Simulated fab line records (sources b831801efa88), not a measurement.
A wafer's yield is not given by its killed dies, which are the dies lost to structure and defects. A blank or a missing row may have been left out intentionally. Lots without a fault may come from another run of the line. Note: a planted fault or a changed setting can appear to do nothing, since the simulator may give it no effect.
8D (eight disciplines) problem report, filled in by code + flow sky130 + the parts of the form that need people (team, actions taken, sign-off) are left out

== 1. WHAT WENT WRONG ==
Wafers without a fault read 100.02 W, standard deviation 0.27; biasW at SKY_VIA2_ETCH_14 reads a mean of 94.34 W on 2 wafers belonging to 2 lots. That puts it -21 standard deviations away from the usual mean.
The step: etches BARC in N2/H2, stops on SiO2, time 45.9 s, target depth 60 nm.
Earliest sighting: wafer L212.3 on rieDiel-01 at day 38 19:46. Wafers with a number at this step in the record: 33, from 11 lots. The rule behind "out" and "out of limits": a value lying over 4 standard deviations away from the usual mean. Any other wafer with a number is counted as sound.

== 2. WHAT IT IS, WHAT IT ISN'T ==
| question                    | is                | is not                                                                                                   |
|-----------------------------|-------------------|----------------------------------------------------------------------------------------------------------|
| which readings at this step | biasW             | drypumpMotorCurrentA, oesProductAu, throttleValvePct                                                     |
| which lots                  | L212, L213        | L206, L208, L210, L220, L223, L224, L225, L226, L228                                                     |
| which wafers of those lots  | L212.3, L213.2    | L212.1, L212.4, L213.4, L213.5                                                                           |
| read on which tools         | rieDiel-01        | rieDiel-03, rieDiel-04                                                                                   |
| when                        | from day 38 19:46 | up to then (11 sound wafers); but 20 sound wafers of L213, L220, L223, L224, L225, L226, L228 came after |

== 3. SUSPECTS, AND WHAT RULES EACH OUT ==
Counting: if a tool at a process step up to the reading ran every lot that is out, it stays a suspect. Sound lots after the first of them don't rule it out here, since some wafers of a struck lot are sound.
- rieDiel-01 at SKY_VIA2_ETCH_14 (etches BARC in N2/H2, stops on SiO2, time 45.9 s, target depth 60 nm): kept. Every lot that is out went through it, the first being L212 (day 38 19:46); the last sound lot it ran before that was L210 (day 38 05:32). Out on those wafers are its own readings of biasW.
- At SKY_VIA2_ETCH_14, inside rieDiel-01: chamber 0 took the wafers that are out, while their sound lot-mates went through chambers 1, 2, 3.
After counting, what remains is rieDiel-01 at SKY_VIA2_ETCH_14.

== 4. THE CAUSE (what the simulator had put in) ==
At SKY_VIA2_ETCH_14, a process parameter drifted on rieDiel-01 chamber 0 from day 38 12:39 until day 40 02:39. Setting biasW shifted by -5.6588 from 100. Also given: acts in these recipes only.
Only this tool survived the counting.

== 5. THE CHAIN OF EFFECTS, in route order ==
Each row: a reading whose mean over the struck wafers that have a number lies more than 3 standard deviations from the usual. Readings are gone through only where the record gives a usual standard deviation; hours: the median, over the lots, of the time from a lot's start at the first step in this table giving one to that lot's start at this step; sigmas: the change measured in usual standard deviations.
| hours | step             | reading | usual    | on struck wafers | change | sigmas |
|-------|------------------|---------|----------|------------------|--------|--------|
| 0     | SKY_VIA2_ETCH_14 | biasW   | 100.02 W | 94.34            | -5.68  | -21    |
The process steps in it:
- SKY_VIA2_ETCH_14: etches BARC in N2/H2, stops on SiO2, time 45.9 s, target depth 60 nm.
Later steps that measure or inspect, where all struck wafers having a row at the step show a number for every such reading and not one has moved that far: SKY_CAPM_THK_MEAS_01.

== 6. WHAT WOULD HAVE CAUGHT IT SOONER ==
In this record the first reading out of limits was taken at day 38 19:46, 7 hours after the fault began at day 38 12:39.
